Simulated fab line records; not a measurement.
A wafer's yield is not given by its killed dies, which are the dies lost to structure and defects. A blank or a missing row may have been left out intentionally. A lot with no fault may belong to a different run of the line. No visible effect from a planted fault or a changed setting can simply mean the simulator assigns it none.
Matching of chambers | flow sfq line | SFQ_TRILAYER_I1_CMP_CMP_046 on cmp-02: 4 sister chambers
The step polishes SiO2. 17 wafers are shown with their chamber, then 8 later ones without.

WAFERS, EACH WITH ITS CHAMBER
wafer  | chamber | motor current A (A) | time to endpoint s (s)
L585.3 | 3       | 8.8                 | 229
L585.4 | 2       | 11.6                | 232
L585.5 | 2       | 11.9                | 233
L586.2 | 3       | 8.3                 | 207
L586.5 | 3       | 8.7                 | 217
L586.6 | 2       | 11.8                | 214
L593.4 | 0       | 10.8                | 226
L593.5 | 3       | 8.5                 | 223
L593.6 | 2       | 11.7                | 239
L594.1 | 1       | 10.1                | 214
L594.3 | 0       | 10.8                | 213
L594.6 | 3       | 9.0                 | 225
L596.3 | 3       | 8.4                 | 216
L596.5 | 3       | 8.4                 | 219
L596.6 | 2       | 11.2                | 230
L597.4 | 0       | 10.7                | 219
L604.2 | 3       | 8.5                 | 216

SIGNATURES (means of the wafers above)
reading            | chamber 0 | chamber 1 | chamber 2 | chamber 3 | scatter within a chamber
motor current A    | 10.767    | 10.100    | 11.640    | 8.575     | 0.231
time to endpoint s | 219.33    | 214.00    | 229.60    | 219.00    | 7.6
Rule: a wafer lies at a distance from a chamber equal to the root of the sum of squares, over the readings, of (its reading less the chamber's mean, divided by the reading's scatter). The wafer belongs to the nearest chamber; if the next one is less than 2 further off, it can't be placed. The scatter is the square root of a quotient: the sum, over the shown wafers, of each reading's squared deviation from its chamber's mean, divided by wafers minus chambers.

WAFERS WITHOUT THEIR CHAMBER
wafer  | motor current A (A) | time to endpoint s (s)
L604.3 | 10.0                | 225
L604.6 | 11.5                | 229
L605.1 | 12.0                | 225
L605.2 | 8.8                 | 209
L605.6 | 10.8                | 223
L606.1 | 10.7                | 208
L606.2 | 10.0                | 202
L606.4 | 11.8                | 217

CHAMBER TAKEN BY EACH
wafer  | from the rows above     | in truth
L604.3 | can't be placed: 1 or 0 | 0
L604.6 | 2                       | 2
L605.1 | 2                       | 2
L605.2 | 3                       | 3
L605.6 | 0                       | 0
L606.1 | can't be placed: 0 or 1 | 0
L606.2 | 1                       | 1
L606.4 | 2                       | 2
Correctly placed: 6 of 8. Unplaceable from these rows: 2, with the true chamber sitting among the candidates in 2. 0 placed wrongly.
